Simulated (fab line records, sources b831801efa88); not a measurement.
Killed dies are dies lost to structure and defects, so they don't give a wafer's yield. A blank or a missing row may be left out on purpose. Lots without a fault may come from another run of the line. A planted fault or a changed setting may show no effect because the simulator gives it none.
One fault seen from 2 desks | flow sky130 | each desk has only its own numbers; what lay behind them comes last

THE TOOL OWNER'S DESK: litho_track-01
The tool's own readings at SKY_SD_N_DEVELOP_06 (develop time 60 s): means of the sampled wafers that have a number, for each lot that ran on this tool. A lot is out of limits, marked OUT, if its mean lies more than 4 standard deviations from the usual mean; the brackets give that distance.
Columns: A = developer_temp_C at SKY_SD_N_DEVELOP_06, usual 23.00 C
lot  | first seen here | A
L735 | day 27 18:24    | 22.95
L739 | day 28 22:47    | 22.93
L743 | day 30 07:21    | 22.94
L744 | day 30 18:23    | 22.97
L745 | day 31 04:27    | 22.14 (-7.8) OUT
L746 | day 31 17:20    | 21.97 (-9.4) OUT
L756 | day 34 19:39    | 23.08
L758 | day 35 12:44    | 22.90
This desk's finding: out of limits on L745, L746; first on L745, day 31 04:27 (developer_temp_C at SKY_SD_N_DEVELOP_06). In limits: L735, L739, L743, L744, L756, L758.

THE METROLOGY DESK
What the gauges read, lot by lot, whatever tool the lot ran on: means of the sampled wafers that have a number. A lot is out of limits, marked OUT, if its mean lies more than 4 standard deviations from the usual mean; the brackets give that distance.
Columns: A = SD_P_OVL at SKY_SD_P_OVL_MEAS_08, usual 0.5 nm; B = SD_N_TW at SKY_SD_N_TW_MEAS_12, usual 3992
lot  | first seen here | A    | B
L735 | day 25 06:58    | 1.2  | 4053
L737 | day 25 10:38    | 4.2  | 4084
L738 | day 25 23:13    | 1.0  | 3939
L739 | day 26 11:56    | 0.4  | 3941
L743 | day 27 23:58    | 3.0  | 3960
L744 | day 28 11:17    | 0.1  | 3959
L745 | day 28 20:28    | 0.8  | 3935
L746 | day 29 09:29    | -0.3 | 4091
L753 | day 32 05:07    | 0.5  | 4049
L754 | day 32 05:31    | 0.0  | 3901
L755 | day 32 12:40    | -0.6 | 3923
L756 | day 32 12:52    | 1.4  | 4028
L757 | day 33 00:28    | 1.2  | 3911
L758 | day 33 06:59    | 1.2  | 4050
This desk's finding: nothing out of limits on any of the 14 lots.

PUT TOGETHER
The tool owner's desk could have raised an alarm at day 31 04:27, on L745, L746.
The metrology desk saw nothing out of limits.
The metrology desk has L745, L746 on record, within its limits.
Of the lots named, all ran SKY_SD_N_DEVELOP_06 on litho_track-01.

WHAT THE SIMULATOR HAD PUT IN
Process parameter drift: litho_track-01, from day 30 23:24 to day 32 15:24, at SKY_SD_N_DEVELOP_06. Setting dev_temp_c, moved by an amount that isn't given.
Lots struck among those shown: L745, L746.
Hours from the fault's start to each desk's first reading out of limits: the tool owner's desk, 5.
